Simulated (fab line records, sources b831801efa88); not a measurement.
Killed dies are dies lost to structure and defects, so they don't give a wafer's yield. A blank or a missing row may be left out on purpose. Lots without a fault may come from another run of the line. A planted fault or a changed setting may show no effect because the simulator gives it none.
fab line records | flow gf180mcu
record lots=5 wafers=15 last_day=34
route steps=602 shown V4@486 MIM@503
lots that met no fault: from a run of the same line without faults
start_h: hours from the record's first day to the start of the lot's first wafer shown | wait_h: hours since the lot's step before | " the same as in the row above | L1.1+2: a row that stands for several wafers | - no value, or no start given | * or withheld: withheld | < > ~ a bound
route shown NAME@n: a module of which the file shows steps, and the number in the route of the first | usual: mean/standard deviation of fault-free wafers | same: alike in all rows | chamber/n: place in a boat | sites: the reading at each site | _std_site: their standard deviation | _edge_site: outer sites' mean less inner sites' | radius_mm: how far each site lies from the wafer's centre | mask NAME#n: copy n | behind: the tool/chamber that last shaped the wafer | hold: why the lot was held/for how many hours/how that ended | device: the transistor (n, p or np) that didn't switch | end of line: the same wafers' tests at the end of the route | a step without rows: its recipe alone | killed: dies lost to structure and defects at the first sort, not the wafer's yield | map: a wafer's dies, x killed, . not, _ none there
set.NAME: the setting as run; set.NAME@STEP: as run at that earlier step | model.NAME: the simulator's own value behind a step, which no gauge read
lots at some steps of the route; a table a step, a row a wafer
services: from which hour (start_h, from the record's first day; less than 0 if before it) a tool's chamber was out of use, for how many hours, and why
## steps
# step GF_V4_SOFTBAKE_10
# recipe temp_c=130 time_s=60 resist=KrF
# usual heater_power_total_W=93.05/0.056
# columns lot.wafer tool chamber start_h wait_h heater_power_total_W
L077.1 litho_track-01 0 - - 93.08
L077.2 " 0 " " 93.06
L077.6 " 0 " " 92.96
L084.1 litho_track-02 0 - - 93.10
L084.3 " 0 " " 93.13
L084.6 " 0 " " 93.03
L087.2 litho_track-03 0 - - 93.03
L087.4 " 0 " " 93.06
L087.5 " 0 " " 93.03
L092.2 litho_track-02 0 - - 92.97
L092.5 " 0 " " 93.11
L092.6 " 0 " " 93.02
L095.4 litho_track-01 0 - - 93.03
L095.5 " 0 " " 93.14
L095.6 " 0 " " 93.03
# step GF_V4_EXPOSE_11
# recipe mask_id=Via4 target_cd_nm=260 na=0.68 source_shape=conventional sigma_outer=0.6 dose_mj=38
# columns lot.wafer tool chamber start_h wait_h mask
L077.1+2+6 krf_scanner-01 0 - - Via4#0
L084.1+3+6 krf_scanner-01 0 - - Via4#0
L087.2+4+5 krf_scanner-02 0 - - Via4#0
L092.2+5+6 krf_scanner-02 0 - - Via4#0
L095.4+5+6 krf_scanner-01 0 - - Via4#0
# step GF_V4_PEB_12
# recipe peb_temp_c=135 peb_time_s=90 resist=KrF
# usual heater_power_total_W=85.69/0.086
# columns lot.wafer tool chamber start_h wait_h heater_power_total_W
L077.1 litho_track-03 0 - - 85.80
L077.2 " 0 " " 85.57
L077.6 " 0 " " 85.59
L084.1 litho_track-02 0 - - 85.74
L084.3 " 0 " " 85.66
L084.6 " 0 " " 85.74
L087.2 litho_track-01 0 - - 85.59
L087.4 " 0 " " 85.67
L087.5 " 0 " " 85.70
L092.2 litho_track-02 0 - - 85.80
L092.5 " 0 " " 85.77
L092.6 " 0 " " 85.84
L095.4 litho_track-02 0 - - 85.67
L095.5 " 0 " " 85.55
L095.6 " 0 " " 85.74
# step GF_V4_DEVELOP_13
# recipe develop_time_s=60 resist=KrF dev_temp_c=21
# columns lot.wafer tool chamber start_h wait_h
L077.1+2+6 litho_track-03 0 584.02 0.2
L084.1+3+6 litho_track-02 0 650.27 0.2
L087.2+4+5 litho_track-01 0 668.38 0.2
L092.2+5+6 litho_track-02 0 697.14 0.2
L095.4+5+6 litho_track-02 0 714.99 0.1
# step GF_V4_CD_MEAS_14
# recipe target_cd_nm=260
# usual cd_nm=259.7/1.2
# columns lot.wafer tool chamber start_h wait_h cd_nm
L077.1 cd_sem-01 - 584.17 0.1 260.2
L077.2 " - " " 261.4
L077.6 " - " " 261.2
L084.1 cd_sem-02 - 650.42 0.1 261.0
L084.3 " - " " 258.4
L084.6 " - " " 259.0
L087.2 cd_sem-01 - 668.53 0.1 257.7
L087.4 " - " " 257.6
L087.5 " - " " 258.5
L092.2 cd_sem-02 - 697.29 0.1 259.6
L092.5 " - " " 260.0
L092.6 " - " " 260.4
L095.4 cd_sem-02 - 715.13 0.1 260.2
L095.5 " - " " 259.3
L095.6 " - " " 260.1
# step GF_V4_OVL_MEAS_15
# usual V4_OVL=-4/5.1
# columns lot.wafer tool chamber start_h wait_h V4_OVL[nm]
L077.1 overlay-02 - 584.29 0.1 -5
L077.2 " - " " 1
L077.6 " - " " -8
L084.1 overlay-01 - 650.54 0.1 -2
L084.3 " - " " -5
L084.6 " - " " -7
L087.2 overlay-01 - 668.64 0.1 0
L087.4 " - " " -3
L087.5 " - " " -5
L092.2 overlay-02 - 697.39 0.1 -5
L092.5 " - " " -7
L092.6 " - " " -9
L095.4 overlay-02 - 715.21 0.1 -4
L095.5 " - " " -15
L095.6 " - " " -9
# step GF_V4_ETCH_16
# recipe chemistry=N2/H2 target_depth_a=withheld overetch_a=withheld time_s=withheld target=BARC ion_energy_ev=200 source_w=500 bias_w=100 pressure_mtorr=30 n2_flow_sccm=100 h2_flow_sccm=200
# usual drypump_motor_current_A=5.7/0.42 h2_flow_sccm=200.0/0.54 oes_product_au=0.854/0.0048 throttle_valve_pct=13.225/0.0093
# columns lot.wafer tool chamber start_h wait_h drypump_motor_current_A h2_flow_sccm oes_product_au throttle_valve_pct
L077.1 rie_diel-02 1 584.32 0.0 6.1 199.8 0.847 13.237
L077.2 " 3 " " 5.6 200.2 0.853 13.211
L077.6 " 2 " " 5.9 199.7 0.859 13.226
L084.1 rie_diel-02 2 650.57 0.0 5.9 199.7 0.858 13.244
L084.3 " 1 " " 6.1 199.7 0.855 13.226
L084.6 " 0 " " 5.7 199.9 0.856 13.225
L087.2 rie_diel-02 2 668.67 0.0 5.9 201.0 0.853 13.236
L087.4 " 3 " " 5.6 199.7 0.854 13.227
L087.5 " 0 " " 5.7 200.3 0.863 13.224
L092.2 rie_diel-02 1 697.42 0.0 6.1 200.4 0.850 13.230
L092.5 " 2 " " 5.9 199.5 0.863 13.221
L092.6 " 3 " " 5.6 199.8 0.854 13.232
L095.4 rie_diel-02 2 715.22 0.0 5.9 200.5 0.853 13.211
L095.5 " 0 " " 5.7 199.4 0.860 13.223
L095.6 " 1 " " 6.1 199.2 0.856 13.226
# step GF_V4_ETCH_17
# recipe chemistry=C4F8/O2/Ar mask_material=KrF target=SiO2 stop_on=TiN source_w=1500 bias_w=1200 pressure_mtorr=40 c4f8_flow_sccm=withheld O2_flow_sccm=6 Ar_flow_sccm=300 time_s=withheld target_depth_a=6300
# usual oes_product_au=0.856/0.0043
# columns lot.wafer tool chamber start_h wait_h oes_product_au
L077.1 rie_diel-02 1 - - 0.858
L077.2 " 3 " " 0.857
L077.6 " 2 " " 0.859
L084.1 rie_diel-02 2 - - 0.852
L084.3 " 1 " " 0.854
L084.6 " 0 " " 0.845
L087.2 rie_diel-02 2 - - 0.863
L087.4 " 3 " " 0.842
L087.5 " 0 " " 0.855
L092.2 rie_diel-02 1 - - 0.859
L092.5 " 2 " " 0.859
L092.6 " 3 " " 0.856
L095.4 rie_diel-02 2 - - 0.860
L095.5 " 0 " " 0.855
L095.6 " 1 " " 0.859
# step GF_V4_STRIP_18
# recipe chemistry=O2/N2 power_w=1400 pressure_mtorr=1500 platen_temp_c=250 o2_flow_sccm=3000 n2_flow_sccm=300 overash_fraction=0.5
# usual drypump_motor_current_A=5.4/0.51 heater_power_w=343/25 oes_product_au=0.593/0.0049 platen_temp_c=250.03/0.18
# columns lot.wafer tool chamber start_h wait_h drypump_motor_current_A heater_power_w oes_product_au platen_temp_c rf_hours_counter_h
L077.1 plasma_asher-02 0 584.45 - 6.1 323 0.594 249.82 16
L077.2 " 1 " " 5.8 390 0.601 250.03 16
L077.6 " 1 " " 5.8 392 0.603 250.27 -
L084.1 plasma_asher-03 0 650.70 - 5.6 342 0.595 250.18 53
L084.3 " 0 " " 5.6 342 0.590 250.17 -
L084.6 " 1 " " 4.7 338 0.591 249.80 -
L087.2 plasma_asher-02 0 668.79 - 6.1 323 0.593 249.66 27
L087.4 " 0 " " 6.1 321 0.595 249.81 -
L087.5 " 1 " " 5.8 398 0.595 250.00 -
L092.2 plasma_asher-02 0 697.55 - 6.2 318 0.594 250.00 30
L092.5 " 1 " " 5.8 389 0.592 250.29 -
L092.6 " 0 " " 6.2 320 0.591 249.69 -
L095.4 plasma_asher-02 1 715.39 - 5.8 381 0.601 249.75 -
L095.5 " 1 " " 5.8 386 0.600 250.22 -
L095.6 " 0 " " 6.2 327 0.590 249.94 -
# step GF_V4_STRIP_19
# recipe chemistry=post_etch_residue_remover time_s=1200 temp_c=72.5
# usual bath_guard_temp_C=72.6/0.58
# columns lot.wafer tool chamber start_h wait_h bath_guard_temp_C
L077.1 wet_bench-01 1 584.55 0.1 73.6
L077.2 " 1 " " 73.6
L077.6 " 1 " " 73.5
L084.1 wet_bench-04 3 650.80 0.1 72.3
L084.3 " 3 " " 72.3
L084.6 " 3 " " 72.3
L087.2 wet_bench-04 2 668.89 0.1 73.0
L087.4 " 2 " " 73.6
L087.5 " 2 " " 73.7
L092.2 wet_bench-01 0 697.65 0.1 72.0
L092.5 " 0 " " 73.0
L092.6 " 0 " " 72.4
L095.4 wet_bench-04 0 715.45 0.0 71.9
L095.5 " 0 " " 72.2
L095.6 " 0 " " 72.2
# step GF_V4_CLEAN_20
# recipe chemistry=DIW dry=n2_spin
# columns lot.wafer tool chamber start_h wait_h
L077.1+2+6 wet_bench-04 1 584.89 0.0
L084.1+3+6 wet_bench-01 0 651.15 0.0
L087.2+4+5 wet_bench-02 1 669.27 0.0
L092.2+5+6 wet_bench-04 2 698.03 0.0
L095.4+5+6 wet_bench-01 2 715.79 0.0
# step GF_V4_SPUTTER_21
# recipe material=Ti target_thk_nm=15 chamber_pressure_pa=5 power_w=2500 substrate_temp_c=200 time_s=80.02
# usual throttle_valve_pct=30.2/1.2
# columns lot.wafer tool chamber start_h wait_h throttle_valve_pct
L077.1 pvd_sputter-01 - 584.98 0.0 29.7
L077.2 " - " " 29.1
L077.6 " - " " 29.1
L084.1 pvd_sputter-02 - 651.25 0.0 29.3
L084.3 " - " " 30.9
L084.6 " - " " 32.2
L087.2 pvd_sputter-02 - 669.37 0.0 30.4
L087.4 " - " " 30.9
L087.5 " - " " 30.5
L092.2 pvd_sputter-03 - 698.12 0.0 29.2
L092.5 " - " " 31.5
L092.6 " - " " 31.6
L095.4 pvd_sputter-02 - 715.89 0.0 32.3
L095.5 " - " " 30.5
L095.6 " - " " 29.5
# step GF_V4_SPUTTER_22
# recipe material=TiN target_thk_nm=10 chamber_pressure_pa=5 power_w=4000 time_s=40
# usual throttle_valve_pct=30.3/1.2
# columns lot.wafer tool chamber start_h wait_h throttle_valve_pct
L077.1 pvd_sputter-01 - 585.05 0.0 29.3
L077.2 " - " " 29.4
L077.6 " - " " 29.2
L084.1 pvd_sputter-02 - 651.31 0.0 29.6
L084.3 " - " " 30.8
L084.6 " - " " 32.3
L087.2 pvd_sputter-02 - 669.43 0.0 30.2
L087.4 " - " " 30.8
L087.5 " - " " 30.2
L092.2 pvd_sputter-03 - 698.18 0.0 29.1
L092.5 " - " " 31.4
L092.6 " - " " 31.6
L095.4 pvd_sputter-02 - 715.95 0.0 32.1
L095.5 " - " " 30.4
L095.6 " - " " 29.5
# step GF_V4_CVD_23
# recipe material=W target_thk_nm=350 time_s=104.9 temp_c=400 pressure_torr=40
# usual heater_power_w=748/89
# columns lot.wafer tool chamber start_h wait_h heater_power_w
L077.1 cvd_w-01 1 585.08 0.0 819
L077.2 " 0 " " 658
L077.6 " 1 " " 824
L084.1 cvd_w-01 0 651.35 0.0 657
L084.3 " 1 " " 827
L084.6 " 1 " " 831
L087.2 cvd_w-02 0 669.47 0.0 667
L087.4 " 1 " " 855
L087.5 " 0 " " 674
L092.2 cvd_w-02 1 698.22 0.0 851
L092.5 " 1 " " 869
L092.6 " 0 " " 689
L095.4 cvd_w-02 1 716.02 0.1 853
L095.5 " 1 " " 865
L095.6 " 0 " " 694
# step GF_V4_RS_MEAS_24
# recipe thk_meas_gauge=four-point-probe reads=W_of_V4_CVD_23+TiN_of_V4_SPUTTER_22+Ti_of_V4_SPUTTER_21
# usual V4_W_RS=0.326/0.0059
# columns lot.wafer tool chamber start_h wait_h V4_W_RS[ohm/sq]
L077.1 film_metro-02 - 585.20 0.1 0.331
L077.2 " - " " 0.317
L077.6 " - " " 0.334
L084.1 film_metro-03 - 651.46 0.1 0.321
L084.3 " - " " 0.331
L084.6 " - " " 0.337
L087.2 film_metro-01 - 669.60 0.1 0.328
L087.4 " - " " 0.333
L087.5 " - " " 0.327
L092.2 film_metro-01 - 698.35 0.1 0.327
L092.5 " - " " 0.326
L092.6 " - " " 0.327
L095.4 film_metro-03 - 716.16 0.1 0.326
L095.5 " - " " 0.326
L095.6 " - " " 0.327
# step GF_V4_THK_MEAS_25
# recipe thk_meas_gauge=xrf reads=W_of_V4_CVD_23
# usual V4_W_THK=362/7.7
# columns lot.wafer tool chamber start_h wait_h V4_W_THK[nm]
L077.1 film_metro-02 - 585.32 0.1 358
L077.2 " - " " 374
L077.6 " - " " 354
L084.1 film_metro-03 - 651.58 0.1 368
L084.3 " - " " 354
L084.6 " - " " 349
L087.2 film_metro-01 - 669.71 0.1 356
L087.4 " - " " 348
L087.5 " - " " 356
L092.2 film_metro-01 - 698.46 0.1 357
L092.5 " - " " 358
L092.6 " - " " 356
L095.4 film_metro-03 - 716.25 0.1 367
L095.5 " - " " 366
L095.6 " - " " 368
# step GF_V4_CMP_26
# recipe stop_on=SiO2 down_force_psi=3.5 platen_rpm=60 t_overpolish_s=15 target_thk_nm=0 pad_velocity_m_s=0.94248
# usual motor_current_A=11.4/1.3 overpolish_run_s=15.000/0.01 time_to_endpoint_s=84/4
# columns lot.wafer tool chamber start_h wait_h motor_current_A overpolish_run_s time_to_endpoint_s
L077.2 cmp-01 3 585.38 0.0 10.4 15.001 88
L077.1 " 0 " " 11.2 15.005 85
L077.6 " 0 " " 11.2 14.989 80
L084.3 cmp-01 3 651.64 0.0 10.6 14.980 87
L084.1 " 1 " " 13.4 14.991 89
L084.6 " 0 " " 11.5 14.998 83
L087.4 cmp-02 1 669.76 0.0 10.3 15.009 77
L087.2 " 0 " " 12.1 14.976 82
L087.5 " 2 " " 14.0 15.003 79
L092.2 cmp-01 0 698.56 0.1 10.8 15.008 85
L092.6 " 0 " " 11.1 15.015 82
L092.5 " 1 " " 13.2 14.994 87
L095.4 cmp-01 0 716.43 0.2 11.8 15.005 88
L095.5 " 1 " " 13.3 14.996 88
L095.6 " 2 " " 10.3 15.010 87
# step GF_MIM_SPUTTER_00
# recipe material=Ti target_thk_nm=37.5 arriving_ion_energy_ev=80 substrate_temp_c=200 chamber_pressure_pa=2 power_w=4000 time_s=150
# usual throttle_valve_pct=30.2/1.1
# columns lot.wafer tool chamber start_h wait_h throttle_valve_pct
L077.1 pvd_sputter-04 - 585.68 0.2 30.7
L077.2 " - " " 29.6
L077.6 " - " " 30.5
L084.1 pvd_sputter-03 - 651.94 0.1 27.7
L084.3 " - " " 29.1
L084.6 " - " " 29.1
L087.2 pvd_sputter-04 - 670.06 0.1 30.7
L087.4 " - " " 29.7
L087.5 " - " " 29.9
L092.2 pvd_sputter-04 - 698.86 0.2 29.9
L092.5 " - " " 29.8
L092.6 " - " " 30.5
L095.4 pvd_sputter-04 - 716.58 0.1 30.0
L095.5 " - " " 30.7
L095.6 " - " " 29.9
# step GF_MIM_SPUTTER_01
# recipe material=TiN target_thk_nm=30 power_w=6500 time_s=25 chamber_pressure_pa=0.4
# usual throttle_valve_pct=30.2/1.1
# columns lot.wafer tool chamber start_h wait_h throttle_valve_pct
L077.1 pvd_sputter-04 - 585.78 0.1 30.8
L077.2 " - " " 29.6
L077.6 " - " " 30.7
L084.1 pvd_sputter-03 - 652.04 0.1 27.8
L084.3 " - " " 28.9
L084.6 " - " " 28.9
L087.2 pvd_sputter-04 - 670.16 0.1 30.5
L087.4 " - " " 30.3
L087.5 " - " " 29.9
L092.2 pvd_sputter-04 - 698.96 0.1 30.2
L092.5 " - " " 30.1
L092.6 " - " " 30.8
L095.4 pvd_sputter-04 - 716.68 0.1 29.8
L095.5 " - " " 30.4
L095.6 " - " " 30.0
# step GF_MIM_SPUTTER_02
# recipe material=AlCu target_thk_nm=450 power_w=10600 time_s=23.9 chamber_pressure_pa=0.4
# usual throttle_valve_pct=30.2/1.1
# columns lot.wafer tool chamber start_h wait_h throttle_valve_pct
L077.1 pvd_sputter-04 - 585.81 0.0 30.5
L077.2 " - " " 29.7
L077.6 " - " " 30.8
L084.1 pvd_sputter-03 - 652.07 0.0 28.1
L084.3 " - " " 29.3
L084.6 " - " " 28.9
L087.2 pvd_sputter-04 - 670.19 0.0 30.6
L087.4 " - " " 29.6
L087.5 " - " " 30.0
L092.2 pvd_sputter-04 - 698.99 0.0 29.9
L092.5 " - " " 29.8
L092.6 " - " " 30.3
L095.4 pvd_sputter-04 - 716.71 0.0 30.1
L095.5 " - " " 30.7
L095.6 " - " " 30.1
# step GF_MIM_SPUTTER_03
# recipe material=Ti target_thk_nm=10 substrate_temp_c=300 chamber_pressure_pa=0.3 power_w=3000 time_s=6.7
# usual throttle_valve_pct=30.2/1.1
# columns lot.wafer tool chamber start_h wait_h throttle_valve_pct
L077.1 pvd_sputter-04 - 585.84 0.0 30.4
L077.2 " - " " 29.6
L077.6 " - " " 30.5
L084.1 pvd_sputter-03 - 652.10 0.0 28.0
L084.3 " - " " 28.8
L084.6 " - " " 29.2
L087.2 pvd_sputter-04 - 670.22 0.0 30.7
L087.4 " - " " 29.8
L087.5 " - " " 30.2
L092.2 pvd_sputter-04 - 699.02 0.0 30.1
L092.5 " - " " 30.0
L092.6 " - " " 30.8
L095.4 pvd_sputter-04 - 716.74 0.0 29.9
L095.5 " - " " 30.7
L095.6 " - " " 30.0
# step GF_MIM_SPUTTER_04
# recipe material=TiN target_thk_nm=50 power_w=6500 time_s=41.7 chamber_pressure_pa=0.4
# usual throttle_valve_pct=30.2/1.1
# columns lot.wafer tool chamber start_h wait_h throttle_valve_pct
L077.1 pvd_sputter-04 - 585.86 0.0 30.6
L077.2 " - " " 29.8
L077.6 " - " " 30.4
L084.1 pvd_sputter-03 - 652.12 0.0 28.2
L084.3 " - " " 28.9
L084.6 " - " " 28.9
L087.2 pvd_sputter-04 - 670.24 0.0 30.7
L087.4 " - " " 30.1
L087.5 " - " " 30.1
L092.2 pvd_sputter-04 - 699.04 0.0 29.9
L092.5 " - " " 29.8
L092.6 " - " " 30.4
L095.4 pvd_sputter-04 - 716.76 0.0 29.8
L095.5 " - " " 30.5
L095.6 " - " " 29.9
# step GF_MIM_CVD_05
# recipe material=Si3N4 target_thk_nm=42 temp_max_c=400 temp_c=385 time_s=29.086 rf_w=450
# usual heater_power_w=654/78
# columns lot.wafer tool chamber start_h wait_h heater_power_w
L077.1 pecvd-03 1 585.90 0.0 660
L077.2 " 0 " " 695
L077.6 " 1 " " 649
L084.1 pecvd-01 0 652.16 0.0 664
L084.3 " 1 " " 708
L084.6 " 1 " " 691
L087.2 pecvd-02 2 670.28 0.0 466
L087.4 " 1 " " 586
L087.5 " 2 " " 479
L092.2 pecvd-01 2 699.08 0.0 544
L092.5 " 2 " " 573
L092.6 " 0 " " 639
L095.4 pecvd-03 0 716.82 0.0 609
L095.5 " 2 " " 776
L095.6 " 1 " " 633
# step GF_MIM_THK_MEAS_06
# recipe reads=Si3N4_of_MIM_CVD_05
# usual MIM_CVD_05_THK=42.0/0.56
# columns lot.wafer tool chamber start_h wait_h MIM_CVD_05_THK[nm]
L077.1 film_metro-04 - 585.93 0.0 41.1
L077.2 " - " " 41.0
L077.6 " - " " 42.1
L084.1 film_metro-03 - 652.19 0.0 41.6
L084.3 " - " " 41.8
L084.6 " - " " 43.1
L087.2 film_metro-04 - 670.32 0.0 40.8
L087.4 " - " " 42.8
L087.5 " - " " 41.7
L092.2 film_metro-04 - 699.12 0.0 42.1
L092.5 " - " " 42.5
L092.6 " - " " 42.2
L095.4 film_metro-03 - 716.86 0.0 41.9
L095.5 " - " " 41.7
L095.6 " - " " 42.1
# step GF_MIM_SPUTTER_07
# recipe material=TiN target_thk_nm=60 power_w=6500 time_s=50 chamber_pressure_pa=0.4
# usual throttle_valve_pct=30.5/1.1
# columns lot.wafer tool chamber start_h wait_h throttle_valve_pct
L077.1 pvd_sputter-03 - 585.99 0.1 31.8
L077.2 " - " " 29.0
L077.6 " - " " 31.8
L084.1 pvd_sputter-02 - 652.25 0.1 30.9
L084.3 " - " " 30.6
L084.6 " - " " 29.7
L087.2 pvd_sputter-02 - 670.37 0.0 30.5
L087.4 " - " " 32.1
L087.5 " - " " 32.1
L092.2 pvd_sputter-02 - 699.17 0.0 32.2
L092.5 " - " " 30.6
L092.6 " - " " 32.3
L095.4 pvd_sputter-02 - 716.89 0.0 30.8
L095.5 " - " " 32.0
L095.6 " - " " 30.8
# step GF_MIM_SPUTTER_08
# recipe material=AlCu target_thk_nm=200 power_w=10600 time_s=10.6 chamber_pressure_pa=0.4
# usual throttle_valve_pct=30.5/1.1
# columns lot.wafer tool chamber start_h wait_h throttle_valve_pct
L077.1 pvd_sputter-03 - 586.04 0.0 31.5
L077.2 " - " " 29.1
L077.6 " - " " 31.4
L084.1 pvd_sputter-02 - 652.30 0.0 31.1
L084.3 " - " " 30.2
L084.6 " - " " 30.0
L087.2 pvd_sputter-02 - 670.42 0.0 30.3
L087.4 " - " " 32.1
L087.5 " - " " 32.3
L092.2 pvd_sputter-02 - 699.22 0.0 31.9
L092.5 " - " " 30.6
L092.6 " - " " 32.2
L095.4 pvd_sputter-02 - 716.94 0.0 30.6
L095.5 " - " " 32.2
L095.6 " - " " 31.1
# step GF_MIM_SPUTTER_09
# recipe material=TiN target_thk_nm=35 power_w=6500 time_s=29.2 chamber_pressure_pa=0.4
# usual throttle_valve_pct=30.5/1.1
# columns lot.wafer tool chamber start_h wait_h throttle_valve_pct
L077.1 pvd_sputter-03 - 586.06 0.0 31.9
L077.2 " - " " 29.3
L077.6 " - " " 31.7
L084.1 pvd_sputter-02 - 652.32 0.0 30.8
L084.3 " - " " 30.3
L084.6 " - " " 29.5
L087.2 pvd_sputter-02 - 670.44 0.0 30.7
L087.4 " - " " 32.3
L087.5 " - " " 32.1
L092.2 pvd_sputter-02 - 699.24 0.0 32.4
L092.5 " - " " 30.9
L092.6 " - " " 32.2
L095.4 pvd_sputter-02 - 716.96 0.0 30.7
L095.5 " - " " 32.3
L095.6 " - " " 30.9
# step GF_MIM_RS_MEAS_10
# recipe thk_meas_gauge=four-point-probe reads=TiN_of_MIM_SPUTTER_09+AlCu_of_MIM_SPUTTER_08+TiN_of_MIM_SPUTTER_07
# usual MIM_ALCU_RS=0.1605/0.0025
# columns lot.wafer tool chamber start_h wait_h MIM_ALCU_RS[ohm/sq]
L077.1 film_metro-03 - 586.09 0.0 0.1608
L077.2 " - " " 0.1616
L077.6 " - " " 0.1592
L084.1 film_metro-04 - 652.35 0.0 0.1586
L084.3 " - " " 0.1598
L084.6 " - " " 0.1649
L087.2 film_metro-03 - 670.49 0.0 0.1595
L087.4 " - " " 0.1587
L087.5 " - " " 0.1575
L092.2 film_metro-01 - 699.29 0.0 0.1613
L092.5 " - " " 0.1603
L092.6 " - " " 0.1613
L095.4 film_metro-01 - 717.05 0.1 0.1564
L095.5 " - " " 0.1574
L095.6 " - " " 0.1554
# step GF_MIM_THK_MEAS_11
# recipe thk_meas_gauge=xrf reads=AlCu_of_MIM_SPUTTER_08
# usual MIM_ALCU_THK=201/3.2
# columns lot.wafer tool chamber start_h wait_h MIM_ALCU_THK[nm]
L077.1 film_metro-03 - 586.21 0.1 199
L077.2 " - " " 198
L077.6 " - " " 202
L084.1 film_metro-04 - 652.47 0.1 205
L084.3 " - " " 202
L084.6 " - " " 195
L087.2 film_metro-03 - 670.60 0.1 200
L087.4 " - " " 200
L087.5 " - " " 203
L092.2 film_metro-01 - 699.40 0.1 199
L092.5 " - " " 203
L092.6 " - " " 200
L095.4 film_metro-01 - 717.14 0.1 206
L095.5 " - " " 204
L095.6 " - " " 208
# step GF_MIM_DEHYDRATE_12
# recipe temp_c=200 time_s=60
# usual heater_power_total_W=160.36/0.13
# columns lot.wafer tool chamber start_h wait_h heater_power_total_W
L077.1 litho_track-03 0 595.87 9.6 160.34
L077.2 " 0 " " 160.33
L077.6 " 0 " " 160.31
L084.1 litho_track-03 0 661.27 8.8 160.45
L084.3 " 0 " " 160.18
L084.6 " 0 " " 160.29
L087.2 litho_track-01 0 679.18 8.6 160.47
L087.4 " 0 " " 160.44
L087.5 " 0 " " 160.40
L092.2 litho_track-04 0 707.32 7.9 160.38
L092.5 " 0 " " 160.25
L092.6 " 0 " " 160.36
L095.4 litho_track-03 0 725.34 8.2 160.51
L095.5 " 0 " " 160.43
L095.6 " 0 " " 160.44
# step GF_MIM_HMDS_13
# recipe prime_time_s=60 prime_temp_c=120
# columns lot.wafer tool chamber start_h wait_h
L077.1+2+6 litho_track-03 0 596.02 0.1
L084.1+3+6 litho_track-03 0 661.42 0.1
L087.2+4+5 litho_track-01 0 679.33 0.1
L092.2+5+6 litho_track-04 0 707.47 0.1
L095.4+5+6 litho_track-03 0 725.49 0.1
# step GF_MIM_COAT_14
# recipe resist=NOVOLAK spin_rpm=3000 resist_thk_nm=1000
# columns lot.wafer tool chamber start_h wait_h
L077.1+2+6 litho_track-03 0 596.17 0.1
L084.1+3+6 litho_track-03 0 661.57 0.1
L087.2+4+5 litho_track-01 0 679.48 0.1
L092.2+5+6 litho_track-04 0 707.62 0.1
L095.4+5+6 litho_track-03 0 725.64 0.1
# step GF_MIM_SOFTBAKE_15
# recipe temp_c=90 time_s=60 resist=NOVOLAK
# usual heater_power_total_W=56.59/0.042
# columns lot.wafer tool chamber start_h wait_h heater_power_total_W
L077.1 litho_track-03 0 596.32 0.1 56.59
L077.2 " 0 " " 56.59
L077.6 " 0 " " 56.62
L084.1 litho_track-03 0 661.72 0.1 56.68
L084.3 " 0 " " 56.53
L084.6 " 0 " " 56.59
L087.2 litho_track-01 0 679.63 0.1 56.58
L087.4 " 0 " " 56.60
L087.5 " 0 " " 56.54
L092.2 litho_track-04 0 707.77 0.1 56.59
L092.5 " 0 " " 56.63
L092.6 " 0 " " 56.51
L095.4 litho_track-03 0 725.79 0.1 56.62
L095.5 " 0 " " 56.58
L095.6 " 0 " " 56.65
# step GF_MIM_EXPOSE_16
# recipe mask_id=FuseTop target_cd_nm=2000 na=0.6 source_shape=conventional sigma_outer=0.6 dose_mj=140
# columns lot.wafer tool chamber start_h wait_h mask
L077.1+2+6 iline_stepper-02 0 - - FuseTop#0
L084.1+3+6 iline_stepper-01 0 - - FuseTop#0
L087.2+4+5 iline_stepper-01 0 - - FuseTop#0
L092.2+5+6 iline_stepper-01 0 - - FuseTop#0
L095.4+5+6 iline_stepper-02 0 - - FuseTop#0
# step GF_MIM_PEB_17
# recipe temp_c=withheld time_s=* resist=NOVOLAK
# columns lot.wafer tool chamber start_h wait_h
L077.1+2+6 litho_track-01 0 - -
L084.1+3+6 litho_track-04 0 - -
L087.2+4+5 litho_track-01 0 - -
L092.2+5+6 litho_track-04 0 - -
L095.4+5+6 litho_track-03 0 - -
# step GF_MIM_DEVELOP_18
# recipe develop_time_s=60 dev_temp_c=23
# columns lot.wafer tool chamber start_h wait_h
L077.1+2+6 litho_track-01 0 606.51 0.1
L084.1+3+6 litho_track-04 0 670.84 0.1
L087.2+4+5 litho_track-01 0 688.73 0.1
L092.2+5+6 litho_track-04 0 716.22 0.1
L095.4+5+6 litho_track-03 0 734.19 0.1
# step GF_MIM_METAL_ETCH_19
# recipe chemistry=Cl2/BCl3 mask_material=NOVOLAK stop_on=Si3N4 target_depth_nm=324.5 pressure_mtorr=8 icp_w=800 bias_w=140 Cl2_flow_sccm=80 bcl3_flow_sccm=40 time_s=54.1
# usual drypump_motor_current_A=6.01/0.22 oes_product_au=0.939/0.0074 throttle_valve_pct=28.284/0.011
# columns lot.wafer tool chamber start_h wait_h drypump_motor_current_A oes_product_au rf_hours_counter_h throttle_valve_pct
L077.1 rie_metal-02 1 606.66 0.1 6.12 0.940 11 28.279
L077.2 " 1 " " 6.12 0.933 - 28.267
L077.6 " 1 " " 6.11 0.937 - 28.290
L084.1 rie_metal-02 0 670.99 0.1 6.18 0.941 2 28.263
L084.3 " 0 " " 6.16 0.942 - 28.287
L084.6 " 0 " " 6.14 0.926 - 28.306
L087.2 rie_metal-04 1 688.86 0.1 5.93 0.947 1 28.273
L087.4 " 1 " " 5.94 0.936 - 28.287
L087.5 " 0 " " 5.47 0.950 - 28.271
L092.2 rie_metal-02 1 716.34 0.1 6.11 0.934 2 28.280
L092.5 " 0 " " 6.16 0.940 - 28.282
L092.6 " 1 " " 6.12 0.941 - 28.297
L095.4 rie_metal-04 1 734.29 0.1 5.96 0.946 - 28.270
L095.5 " 1 " " 5.93 0.940 - 28.262
L095.6 " 0 " " 5.49 0.951 - 28.275
## services
# columns tool chamber start_h hours kind
pvd_sputter-03 - 551.42 1.7 repair
plasma_asher-02 - 564.03 9.2 repair
krf_scanner-01 - 574.90 0.3 repair
wet_bench-01 - 576.08 1.9 repair
cmp-01 - 578.01 4.0 pm
iline_stepper-01 - 585.99 2.3 repair
pvd_sputter-02 - 588.61 5.6 repair
pvd_sputter-02 - 592.64 1.5 repair
iline_stepper-01 - 593.36 14.4 repair
krf_scanner-01 - 595.40 0.7 repair
cmp-01 - 600.77 3.1 pm
rie_diel-02 2 615.40 8.7 repair
iline_stepper-01 - 616.17 1.7 pm
pvd_sputter-03 - 616.31 3.3 repair
krf_scanner-01 - 618.96 0.8 pm
rie_diel-02 - 626.43 2.8 pm
krf_scanner-01 - 645.27 1.0 pm
krf_scanner-01 - 646.27 4.4 pm
krf_scanner-01 - 650.64 1.3 pm
cvd_w-02 1 655.56 1.8 repair
cmp-01 - 658.37 8.9 pm
pvd_sputter-04 - 702.66 1.4 repair
pvd_sputter-04 - 717.49 8.8 repair
wet_bench-04 - 725.38 8.0 repair
## key
fault none
